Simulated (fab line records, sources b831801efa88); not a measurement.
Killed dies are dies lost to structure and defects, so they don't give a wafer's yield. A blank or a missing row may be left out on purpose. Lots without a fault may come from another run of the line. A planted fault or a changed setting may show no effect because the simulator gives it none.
A struck lot beside a sound one | flow gf180mcu | 16 steps out of a route of 602
Sound: wafers L854.2, L854.3, L854.5. Struck: wafers L870.2, L870.5, L870.6. The cause comes at the end.
At each step with rows: each side's tool, then ch and its chambers, then its first start. Under that, the readings that differ: sound wafers | struck wafers | difference of the means | sigmas: that difference in standard deviations of wafers without a fault.
alike: readings whose means differ by less than 2 such deviations, and words and numbers that are the same on both sides. not compared: withheld readings, readings that some wafer has no value for, bounds like >300 that may hide the same value, and numbers for which the record gives no deviation and whose values overlap.
The two part at a step that has a row with sigmas, a row that says differs or no value, or rows on one side only. Numbers that don't overlap but have no deviation are shown without sigmas and don't part them. A reading that every wafer of one side lacks parts them only if that side has two wafers or more.

GF_STI_THK_MEAS_02:
  sound on film_metro-02, day 2 18:28; struck on film_metro-03, day 6 01:40
  alike: STI_OXIDATION_THK
then, 1 step without rows for these wafers: GF_STI_CVD_03 (deposits Si3N4 from DCS/NH3, target thk 207.16 nm, time 3551 s).
GF_STI_THK_MEAS_04:
  sound on film_metro-02, day 2 20:31; struck on film_metro-02, day 6 03:43
  alike: STI_CVD_03_THK
then, 7 steps without rows for these wafers: GF_STI_DEHYDRATE_05 (time 60 s); GF_STI_HMDS_06 (prime time 60 s); GF_STI_COAT_07 (resist thk 700 nm); GF_STI_SOFTBAKE_08 (time 60 s); GF_STI_EXPOSE_09 (exposes mask COMP, target cd 220 nm); GF_STI_PEB_10 (peb time 90 s); GF_STI_DEVELOP_11 (develop time 60 s).
GF_STI_CD_MEAS_12: target cd 220 nm.
  sound on cd_sem-01, day 3 09:25; struck on cd_sem-01, day 6 18:37
  alike: cd_nm
GF_STI_ETCH_13: etches the open film in CHF3/O2, stops on Si, target depth 282.31 nm, time 112.9 s.
  sound on rie_diel-01 ch 2,3, day 3 09:31; struck on rie_diel-03 ch 0,1,3, day 6 18:43
  alike: O2_flow_sccm, drypump_motor_current_A, oes_product_au, run_length_s, throttle_valve_pct
  not compared: rf_hours_counter_h
GF_STI_ETCH_14: etches Si in HBr/Cl2/O2, target depth 360 nm, time 102.9 s.
  sound on rie_si-02 ch 0,2,3, day 3 09:35; struck on rie_si-02 ch 0,1,2, day 6 18:47
  reading                              | sound             | struck            | difference | sigmas
  run_length_s (s)                     | 131.1 131.1 130.9 | 77.5 77.5 78.3    | -53.3      | -99 or more
  model.STI.feature_depth_nm (nm)      | 356.4 369 364.6   | 177 175.9 176.9   | -187       |
  model.etch.depth_nm (nm)             | 356.4 369 364.6   | 177 175.9 176.9   | -187       |
  model.KrF_of_STI_COAT_07.thk_nm (nm) | 327.1 318.5 318.8 | 376.4 382.6 382.5 | +59.0      |
  alike: HBr_flow_sccm, O2_flow_sccm, drypump_motor_current_A, oes_product_au, throttle_valve_pct
  not compared: rf_hours_counter_h
GF_STI_STRIP_15: strips in O2/N2.
  sound on plasma_asher-01 ch 0, day 3 09:40; struck on plasma_asher-01 ch 0,1, day 6 18:52
  reading                      | sound             | struck            | difference | sigmas
  oes_product_au (a.u.)        | 0.388 0.385 0.382 | 0.412 0.411 0.415 | +0.028     | +6
  strip_time_to_endpoint_s (s) | 3.80 3.71 3.71    | 4.32 4.38 4.38    | +0.62      | +15
  alike: drypump_motor_current_A, heater_power_w
  not compared: rf_hours_counter_h
then, 1 step without rows for these wafers: GF_STI_CLEAN_16 (cleans in dHF, time 25 s).
-- the record jumps here: 28 days lie between the struck wafers' starts before and after (it left off in module STI and takes up again in module PASSIVATION, whose first step shown is number 602 of the route) --
GF_PASSIVATION_PROBE_99:
  sound on prober-01, day 30 21:02; struck on prober-01, day 34 19:26
  reading                                 | sound                         | struck              | difference | sigmas
  model.etest.pwell_in_dnwell.line_ohm_um | 3767 3882 3878                | 2762 2760 2755      | -1083      |
  model.etest.ldpmos_10p0.r_on_ohm_um     | 1.118e+04 1.131e+04 1.117e+04 | 9937 1.001e+04 9813 | -1300      |
  model.etest.pwell_in_dnwell.rs_ohm_sq   | 2279 2387 2335                | 1680 1680 1690      | -650       |
  model.etest.ldnmos_10p0.r_on_ohm_um     | 3689 3737 3707                | 3017 3016 3009      | -697       |
  model.etest.p_drift.rs_ohm_sq           | 2266 2367 2301                | 1840 1827 1832      | -478       |
  model.etest.n_drift.rs_ohm_sq           | 1201 1266 1234                | 821.8 822.4 824.5   | -410.8     |
  model.etest.nwell.line_ohm_um           | 1176 1230 1203                | 844.6 837.5 833.7   | -364.4     |
  model.etest.nwell.rs_ohm_sq             | 1008 1044 1026                | 726.9 720.3 721.5   | -303.1     |

WHERE THEY PART
First at GF_STI_ETCH_14; last, within this record, at GF_STI_STRIP_15.

WHY: what the simulator had put in
Process parameter drift: rie_si-02, from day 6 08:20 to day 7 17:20, at GF_STI_ETCH_14. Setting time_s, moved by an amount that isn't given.
